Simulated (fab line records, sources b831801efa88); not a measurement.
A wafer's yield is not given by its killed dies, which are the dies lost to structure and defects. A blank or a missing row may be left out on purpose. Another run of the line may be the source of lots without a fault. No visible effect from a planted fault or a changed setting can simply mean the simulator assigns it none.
What tool caused it? -- flow gf180mcu -- Sampling: 7 lots, 21 wafers, 2 of 602 route steps

== WHAT EACH GAUGE READ, for each wafer ==
GF_VT_IMPLANT_TW_MEAS_43.
lot,measured,on,VT_IMPLANT_4_TW
L546,day 8 02:15,film-metro-03,688 695 692
L550,day 9 02:58,film-metro-03,695 699 699
L552,day 10 03:16,film-metro-02,696 695 690
L554,day 10 19:31,film-metro-02,691 700 692
L556,day 11 02:05,film-metro-02,660 658 660
L564,day 13 05:57,film-metro-03,698 696 696
L566,day 13 20:55,film-metro-03,695 696 694

== TOOL THAT RAN EACH LOT (tool first, then ch and the chambers of the sampled wafers, then the start) ==
lot,GF_VT_IMPLANT_IMPLANT_41
L546,"implanter-04 ch 0, day 8 02:00"
L550,"implanter-04 ch 0, day 9 02:45"
L552,"implanter-03 ch 0, day 10 03:02"
L554,"implanter-03 ch 0, day 10 19:17"
L556,"implanter-03 ch 0, day 11 01:52"
L564,"implanter-02 ch 0, day 13 05:42"
L566,"implanter-04 ch 0, day 13 20:41"
- GF_VT_IMPLANT_IMPLANT_41

== THE ANSWER, worked out from the rows above alone ==
Rule: the lots themselves supply what counts as usual. Put in order of their means at a reading, lots are off if they are a third of the lots or fewer, leave a main group of 4 or more, and stand apart from it by a gap of 3 or more times the standard deviation of the main group's means; of several such gaps the widest counts. A main group whose means are all the same, to the digits that the tables above print for the reading, isn't used. A lot without any number at a reading at which 4 lots or more have one is off too. Any other lot the step has rows for is counted as sound.
Off: L556, seen at GF_VT_IMPLANT_TW_MEAS_43 (VT_IMPLANT_4_TW). For the main group the mean is 695 and the standard deviation 2.
If a tool, at a process step before that reading, ran all the lots that are off and no sound lot after the first of them, it fits. The gauges at GF_VT_IMPLANT_TW_MEAS_43 are tried like those tools. Can't be told from this: 2 tools fit, implanter-03 at GF_VT_IMPLANT_IMPLANT_41, film-metro-02 at GF_VT_IMPLANT_TW_MEAS_43.

== WHAT WAS PUT IN BY THE SIMULATOR ==
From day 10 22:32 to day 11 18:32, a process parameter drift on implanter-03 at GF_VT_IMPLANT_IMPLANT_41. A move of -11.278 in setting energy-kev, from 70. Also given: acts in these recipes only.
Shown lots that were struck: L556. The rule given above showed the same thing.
